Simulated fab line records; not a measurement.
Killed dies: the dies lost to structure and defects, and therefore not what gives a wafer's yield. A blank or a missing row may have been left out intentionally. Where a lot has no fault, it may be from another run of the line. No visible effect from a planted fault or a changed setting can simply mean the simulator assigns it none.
Comparing a struck lot with a sound one ; flow sky130 ; 22 out of 708 route steps
Sound: these wafers, L625.3, L625.4, L625.5. The struck wafers were L634.2, L634.4, L634.6. Last of all comes the cause.
Each step with rows lists, per side, the tool, then ch with its chambers, then its first start. Under that, the readings that differ: sound wafers ; struck wafers ; difference of the means ; sigmas: that difference in standard deviations of wafers without a fault.
alike: words and numbers the same on both sides, and readings whose means are apart by under 2 such deviations; not compared: readings that were withheld, readings missing a value for some wafer, numbers with overlapping values and no deviation given by the record, and bounds like >300 which may hide the same value.
A row with sigmas, a row that says differs or no value, or rows on one side alone: a step with any of these is where the two part. When numbers do not overlap yet have no deviation, they are printed without sigmas and do not part them. A reading that every wafer of one side lacks parts them only if that side has two wafers or more.

first, 1 step without rows for these wafers: SKY_POLY_GATE_OXIDATION_20 (stabilise 600 s, purge 300 s, target thk 4 nm).
SKY_POLY_GATE_THK_MEAS_21:
  sound on film-metro-02 at day 17 09:43; struck on film-metro-04 at day 20 14:07
  alike: POLY_GATE_OXIDATION_THK
SKY_POLY_GATE_CD_MEAS_22:
  sound on cd-sem-01 at day 17 09:49; struck on cd-sem-02 at day 20 14:11
  alike: cd-nm
then, 7 steps without rows for these wafers: SKY_LDD_N_DEHYDRATE_00 (time 60 s); SKY_LDD_N_HMDS_01 (prime time 60 s); SKY_LDD_N_COAT_02 (resist thk 300 nm); SKY_LDD_N_SOFTBAKE_03 (time 60 s); SKY_LDD_N_EXPOSE_04 (exposes mask NTM, target cd 840 nm); SKY_LDD_N_PEB_05; SKY_LDD_N_DEVELOP_06 (develop time 60 s).
SKY_LDD_N_OVL_MEAS_07:
  sound on overlay-02 at day 18 14:36; struck on overlay-02 at day 21 20:18
  alike: LDD_N_OVL
after that, 1 step had no rows for these wafers: SKY_LDD_N_IMPLANT_08.
SKY_LDD_N_IMPLANT_09:
  sound on implanter-01 ch 0, day 18 14:49; struck on implanter-04 ch 0, day 21 20:30
reading;sound;struck;difference;sigmas
dose-ions-cm2;7.499e+13 7.513e+13 7.519e+13;9.167e+13 9.177e+13 9.175e+13;+1.663e+13;+99 or more
faraday-current-uA;428 423 417;506 504 514;+85;+11
then, 6 steps without rows for these wafers: SKY_LDD_N_IMPLANT_10; SKY_LDD_N_IMPLANT_11; SKY_LDD_N_IMPLANT_12; SKY_LDD_N_IMPLANT_13; SKY_LDD_N_IMPLANT_14; SKY_LDD_N_IMPLANT_15.
SKY_LDD_N_STRIP_16: strips in O2/N2.
  sound on plasma-asher-03 ch 0,1, day 18 15:52; struck on plasma-asher-03 ch 0,1, day 21 21:32
reading;sound;struck;difference;sigmas
strip-time-to-endpoint-s (s);4.277 4.322 4.282;4.368 4.362 4.380;+0.076;+5
  alike: drypump-motor-current-A, o2-flow-sccm, oes-product-au
  not compared: rf-hours-counter-h
SKY_LDD_N_TW_MEAS_17:
  sound on film-metro-03 at day 18 15:56; struck on film-metro-01 at day 21 21:38
reading;sound;struck;difference;sigmas
LDD_N_TW;2545 2558 2561;2604 2607 2601;+49;+4
-- a jump in the record: the struck wafers' starts before and after are 27 days apart (it breaks off in module LDD_N and resumes in module PAD_OPEN, where the first step shown is number 708 of the route) --
SKY_PAD_OPEN_PROBE_99:
  sound on prober-02 at day 46 18:09; struck on prober-01 at day 49 04:09
reading;sound;struck;difference;sigmas
killed_at_M0_to_M3;51 46 51;24 41 30;-18;-3
killed-at-other;3 0 3;0 1 0;-2;-2
killed-dies;105 96 88;61 83 77;-23;-2
killed-open;60 55 48;33 40 43;-16;-2
model.etest.tip-n.rs-ohm-sq;441.4 446.4 445.1;427.4 427.1 426.6;-17.3;
  alike: killed_at_M4_up, killed-at-contacts, killed-at-front-end, killed-short

== WHERE THEY PART ==
At SKY_LDD_N_IMPLANT_09 first; at SKY_PAD_OPEN_PROBE_99 last (within this record only).

WHY: what the simulator had put in
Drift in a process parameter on implanter-04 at SKY_LDD_N_IMPLANT_09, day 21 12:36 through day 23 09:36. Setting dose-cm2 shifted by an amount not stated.
